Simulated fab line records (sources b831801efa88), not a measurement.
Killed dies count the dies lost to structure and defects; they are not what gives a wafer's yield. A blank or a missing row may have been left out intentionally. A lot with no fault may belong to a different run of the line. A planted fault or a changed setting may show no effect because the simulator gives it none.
Problem report in the 8D (eight disciplines) form, filled by code    flow gf180mcu    the parts of the form that need people (team, actions taken, sign-off) are left out

1. WHAT IS WRONG
Mean MVPSD_RS at GF_VT_IMPLANT_RS_MEAS_49: 1197.1 ohm/sq over 6 wafers in 2 lots; fault-free wafers: 1169.5 ohm/sq, standard deviation 2.7. That is +10 standard deviations from the usual mean.
The step: measures by four-point-probe.
First seen on wafer L782.1, day 12 05:59, on film-metro-03. Wafers with a number at this step in the record: 42, from 14 lots. Rule for "out", or "out of limits": more than 4 standard deviations from the usual mean. The rest of the wafers with a number are treated as sound.

2. WHAT IT IS AND WHAT IT IS NOT
question                     is                            is not
which readings at this step  MVPSD_RS                      -
which lots                   L782, L783                    L766, L770, L771, L772, L774, L776, L778, L784, L785, L786, L787, L788
which wafers of those lots   all that have a number        -
read on which gauges         film-metro-02, film-metro-03  film-metro-04
when                         from day 12 05:59             up to then (21 sound wafers); but 15 sound wafers of L784, L785, L786, L787, L788 came after

3. SUSPECTS, AND WHAT RULES EACH OUT
Counting: a tool stays on the suspect list if, at a process step up to the reading, it processed all lots that are out and no sound lot following the first of them.
- ruled out: the gauge at GF_VT_IMPLANT_RS_MEAS_49. Those wafers that are out were read across 2 gauges (film-metro-02, film-metro-03).
- implanter-03 at GF_MVPSD_IMPLANT_08: kept. Every lot that is out went through it, starting with L782 (day 9 05:50), and after that it ran no sound lot; the last sound lot it ran before then is L778 (day 8 06:00). On those wafers its own readings are out: dose-ions-cm2.
Left after counting: implanter-03 at GF_MVPSD_IMPLANT_08.

4. THE CAUSE (what the simulator had put in)
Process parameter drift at GF_MVPSD_IMPLANT_08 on implanter-03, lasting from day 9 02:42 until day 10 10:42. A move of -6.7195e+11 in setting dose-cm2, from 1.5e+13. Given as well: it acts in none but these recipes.
This tool alone remained once counting was done.

5. SEQUENCE OF EFFECTS, ordered by route
Each row: a reading where the mean over the struck wafers with a number is more than 3 standard deviations away from the usual. Only readings for which the record gives a usual standard deviation are gone through. hours: the time from each lot's start at the first step in this table that gives one to its start at this step, as a median over the lots. sigmas: the change in usual standard deviations.
hours  step                      reading        usual          on struck wafers  change       sigmas
0      GF_MVPSD_IMPLANT_08       dose-ions-cm2  1.5001e+13     1.4330e+13        -6.7100e+11  -45
73     GF_VT_IMPLANT_RS_MEAS_49  MVPSD_RS       1169.5 ohm/sq  1197.1            +27.6        +10
The process steps in it:
- GF_MVPSD_IMPLANT_08

6. HOW IT WOULD HAVE BEEN CAUGHT EARLIER
75 hours passed between the start of the fault at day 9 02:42 and the first reading out of limits at a measuring or inspecting step in this record, taken at day 12 05:59.
Tool's own readings at GF_MVPSD_IMPLANT_08, dose-ions-cm2: out on all struck wafers the step has rows for; an alarm limit on them would have tripped on the first.
Lots out: 2; all had begun GF_MVPSD_IMPLANT_08 on implanter-03 by day 12 05:59. Holding the tool at that point would not have protected any of them.
